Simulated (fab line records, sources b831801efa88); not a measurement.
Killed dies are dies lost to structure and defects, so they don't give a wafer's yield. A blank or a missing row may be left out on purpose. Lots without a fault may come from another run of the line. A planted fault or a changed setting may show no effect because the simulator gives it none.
One fault seen from 2 desks | flow sky130 | each desk has only its own numbers; what lay behind them comes last

THE TOOL OWNER'S DESK: cvd_w-02
The tool's own readings at SKY_CONTACT_CVD_24 (deposits W, target thk 340 nm, time 102.12 s): means of the sampled wafers that have a number, for each lot that ran on this tool. A lot is out of limits, marked OUT, if its mean lies more than 4 standard deviations from the usual mean; the brackets give that distance.
Columns: A = heater_power_w at SKY_CONTACT_CVD_24, usual 866 W
lot  | first seen here | A
L699 | day 33 06:37    | 846
L705 | day 35 23:13    | 871
L708 | day 36 04:10    | 846
L714 | day 37 11:37    | 854
This desk's finding: nothing out of limits on any of the 4 lots.

THE METROLOGY DESK
What the gauges read, lot by lot, whatever tool the lot ran on: means of the sampled wafers that have a number. A lot is out of limits, marked OUT, if its mean lies more than 4 standard deviations from the usual mean; the brackets give that distance.
Columns: A = CONTACT_CVD_00_THK at SKY_CONTACT_THK_MEAS_01, usual 74.8 nm; B = CONTACT_W_RS at SKY_CONTACT_RS_MEAS_25, usual 0.339 ohm/sq; C = CONTACT_W_THK at SKY_CONTACT_THK_MEAS_26, usual 327 nm
lot  | first seen here | A    | B               | C
L698 | day 31 02:02    | 75.1 | 0.336           | 329
L699 | day 32 03:13    | 74.5 | 0.338           | 328
L700 | day 32 03:28    | 74.8 | 0.337           | 330
L707 | day 34 17:17    | 73.6 | 0.339           | 324
L705 | day 34 19:26    | 75.4 | 0.340           | 325
L708 | day 35 00:18    | 74.9 | 0.338           | 326
L703 | day 35 02:14    | 74.9 | 0.342           | 325
L714 | day 36 08:29    | 75.0 | 0.298 (-13) OUT | 381 (+16) OUT
L716 | day 36 11:03    | 75.1 | 0.340           | 324
L718 | day 36 21:20    | 75.5 | 0.341           | 324
This desk's finding: out of limits on L714; first on L714, day 37 11:45 (CONTACT_W_RS at SKY_CONTACT_RS_MEAS_25). In limits: L698, L699, L700, L707, L705, L708, L703, L716, L718.

PUT TOGETHER
The metrology desk could have raised an alarm at day 37 11:45, on L714.
The tool owner's desk saw nothing out of limits.
The tool owner's desk has L714 on record, within its limits.
Of the lots named, all ran SKY_CONTACT_CVD_24 on cvd_w-02.

WHAT THE SIMULATOR HAD PUT IN
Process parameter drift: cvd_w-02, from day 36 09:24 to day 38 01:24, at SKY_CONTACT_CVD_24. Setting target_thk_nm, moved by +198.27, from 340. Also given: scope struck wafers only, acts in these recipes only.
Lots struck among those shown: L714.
Hours from the fault's start to each desk's first reading out of limits: the metrology desk, 26.
